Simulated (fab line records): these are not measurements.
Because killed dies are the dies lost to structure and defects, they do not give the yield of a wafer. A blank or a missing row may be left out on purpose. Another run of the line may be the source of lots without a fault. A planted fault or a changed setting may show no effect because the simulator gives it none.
A lot that was struck, set against a sound lot    flow sky130    14 out of 708 route steps
Sound: the wafers L870.1, L870.3, L870.5. Struck: wafers L886.2, L886.3, L886.4. Last of all comes the cause.
Per side, at each step with rows, come the tool, then ch with its chambers, and then its first start. Under that, the readings that differ: sound wafers    struck wafers    difference of the means    sigmas: that difference in standard deviations of wafers without a fault.
alike: readings with means less than 2 such deviations apart, plus words and numbers identical on both sides. not compared: withheld readings, readings lacking a value on some wafer, bounds such as >300 that could conceal the same value, and numbers that have no deviation in the record and whose values overlap.
A row with sigmas, a row that says differs or no value, or rows on one side alone: a step with any of these is where the two part. Numbers that don't overlap but have no deviation are shown without sigmas and don't part them. A reading that every wafer of one side lacks parts them only if that side has two wafers or more.

first, 5 steps without rows for these wafers: SKY_SONOS_TUNNEL_COAT_02 (resist thk 1140 nm); SKY_SONOS_TUNNEL_SOFTBAKE_03 (time 60 s); SKY_SONOS_TUNNEL_EXPOSE_04 (exposes mask TUNM, target cd 410 nm); SKY_SONOS_TUNNEL_PEB_05; SKY_SONOS_TUNNEL_DEVELOP_06 (develop time 60 s).
SKY_SONOS_TUNNEL_CD_MEAS_07 targets a cd of 410 nm.
  sound on cd_sem-01 at day 12 11:35; struck on cd_sem-01 at day 17 19:49
  alike: cd_nm
SKY_SONOS_TUNNEL_OVL_MEAS_08:
  sound on overlay-01 at day 12 11:42; struck on overlay-01 at day 17 19:55
  alike: SONOS_TUNNEL_OVL
then, 3 steps without rows for these wafers: SKY_SONOS_TUNNEL_IMPLANT_09; SKY_SONOS_TUNNEL_WET_ETCH_10 (etches SiO2 in dHF, target depth 14 nm, time 280 s); SKY_SONOS_TUNNEL_STRIP_11 (strips in SPM, time 600 s).
SKY_SONOS_TUNNEL_TW_MEAS_12:
  sound on film_metro-02 at day 12 12:10; struck on film_metro-02 at day 17 20:22
  alike: SONOS_TUNNEL_TW
then, 1 step without rows for these wafers: SKY_SONOS_TUNNEL_CLEAN_13 (cleans in dHF, time 20 s).
SKY_SONOS_ONO_OXIDATION_00: stabilise 600 s, purge 300 s, target thk 2.6 nm.
  sound on furnace-02 ch 0, day 12 12:38; struck on furnace-01, day 17 21:10
  no value came back on the struck wafers for ox_temp_c (C), ox_temp_c_max, zone_power_bottom_pct (%), zone_power_upper_pct (%); on the sound wafers ox_temp_c (C) reads 800.3 799.9 799.7
then, 1 step without rows for these wafers: SKY_SONOS_ONO_CVD_02 (deposits Si3N4 from DCS/NH3, target thk 10.5 nm, time 180 s).

WHERE THEY PART
Only at SKY_SONOS_ONO_OXIDATION_00, as far as this record shows.

WHY: what had been put in by the simulator
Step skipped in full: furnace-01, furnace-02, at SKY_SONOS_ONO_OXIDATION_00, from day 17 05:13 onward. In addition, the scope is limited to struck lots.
